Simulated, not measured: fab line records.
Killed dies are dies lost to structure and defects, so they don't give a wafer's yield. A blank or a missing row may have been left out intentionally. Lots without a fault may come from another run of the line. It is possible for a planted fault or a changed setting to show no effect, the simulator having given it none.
Check of tool commonality | flow sky130 | Sampled: 12 lots, 36 wafers

== WHAT PROMPTED THE OPENING ==
At SKY_VT_ADJUST_NCORE_TW_MEAS_11 the reading VT_ADJUST_NCORE_TW is flagged on 2 of 12 lots. Fault-free wafers read 219.3, with a standard deviation of 1.7.
Rule: a lot is flagged in two cases, either no wafer of it has a number, or all its wafers with numbers fall more than 4 standard deviations from that mean. As for the other lots, they are considered sound.

lot  | measured     | on            | VT_ADJUST_NCORE_TW, wafer by wafer | flag
L106 | day 9 14:46  | film-metro-04 | 219.7 221.0 220.0                  |
L107 | day 9 19:09  | film-metro-04 | 221.5 221.7 221.1                  |
L111 | day 10 17:21 | film-metro-04 | 222.3 221.8 222.2                  |
L112 | day 10 23:14 | film-metro-02 | 217.4 219.3 219.8                  |
L113 | day 11 10:01 | film-metro-04 | 223.0 222.4 223.1                  |
L114 | day 11 17:31 | film-metro-03 | 217.3 217.3 218.3                  |
L115 | day 11 22:56 | film-metro-02 | 220.9 220.5 220.9                  |
L119 | day 13 04:26 | film-metro-04 | 220.3 220.5 221.4                  |
L120 | day 13 15:12 | film-metro-03 | 202.3 204.8 204.0                  | FLAGGED
L121 | day 13 20:12 | film-metro-03 | 203.9 204.0 203.9                  | FLAGGED
L122 | day 14 09:40 | film-metro-03 | 217.7 217.3 218.3                  |
L126 | day 15 04:51 | film-metro-04 | 222.2 220.7 221.1                  |
The mean of the flagged lots' numbers is 203.8, -15.5 from the usual (-9 standard deviations).

== WHICH TOOL RAN EACH LOT ==
The record keeps 1 process step preceding the reading, out of 708 steps on the route. Each cell gives the tool, then ch followed by the chambers the sampled wafers passed through, then the start.
lot  | flag    | SKY_VT_ADJUST_NCORE_IMPLANT_09
L106 |         | implanter-03 ch 0, day 9 14:32
L107 |         | implanter-03 ch 0, day 9 18:56
L111 |         | implanter-04 ch 0, day 10 17:07
L112 |         | implanter-04 ch 0, day 10 22:59
L113 |         | implanter-03 ch 0, day 11 09:46
L114 |         | implanter-03 ch 0, day 11 17:17
L115 |         | implanter-04 ch 0, day 11 22:43
L119 |         | implanter-04 ch 0, day 13 04:11
L120 | FLAGGED | implanter-03 ch 0, day 13 14:58
L121 | FLAGGED | implanter-03 ch 0, day 13 19:58
L122 |         | implanter-01 ch 0, day 14 09:25
L126 |         | implanter-01 ch 0, day 15 04:37
What the steps here do:
- SKY_VT_ADJUST_NCORE_IMPLANT_09
- SKY_VT_ADJUST_NCORE_TW_MEAS_11

== FLAGGED OVER TOTAL, TOOL BY TOOL (the gauges that took the reading come last) ==
step                           | tool          | lots run | flagged | share of the flagged lots | sound lots run after its first flagged lot
SKY_VT_ADJUST_NCORE_IMPLANT_09 | implanter-01  | 2        | 0       | none                      | -
SKY_VT_ADJUST_NCORE_IMPLANT_09 | implanter-03  | 6        | 2       | all                       | 0
SKY_VT_ADJUST_NCORE_IMPLANT_09 | implanter-04  | 4        | 0       | none                      | -
SKY_VT_ADJUST_NCORE_TW_MEAS_11 | film-metro-02 | 2        | 0       | none                      | -
SKY_VT_ADJUST_NCORE_TW_MEAS_11 | film-metro-03 | 4        | 2       | all                       | 1 (L122)
SKY_VT_ADJUST_NCORE_TW_MEAS_11 | film-metro-04 | 6        | 0       | none                      | -

== WHAT IS ALLOWED BY THE TABLE ==
Rows of the table that ran all the flagged lots, 2 in number: implanter-03 at SKY_VT_ADJUST_NCORE_IMPLANT_09; film-metro-03 at SKY_VT_ADJUST_NCORE_TW_MEAS_11.
- implanter-03 at SKY_VT_ADJUST_NCORE_IMPLANT_09 ran 6 lots, 2 of them flagged. A fault beginning between L114 (day 11 17:17), its last sound lot, and L120 (day 13 14:58), its first flagged one, fits the data. Its own readings lie more than 4 standard deviations out on every wafer of the flagged lots: beam-energy-keV.
- film-metro-03 at SKY_VT_ADJUST_NCORE_TW_MEAS_11 ran 4 lots, 2 of them flagged. After the first flagged lot (L122), sound lots still ran on it; a lasting fault on the whole tool would not permit that.
implanter-03 at SKY_VT_ADJUST_NCORE_IMPLANT_09 is the single tool remaining.

== WHAT WAS PUT IN BY THE SIMULATOR ==
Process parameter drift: implanter-03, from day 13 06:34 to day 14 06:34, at SKY_VT_ADJUST_NCORE_IMPLANT_09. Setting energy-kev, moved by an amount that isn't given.
Struck lots among those shown: L120, L121. Same finding as the rule above.
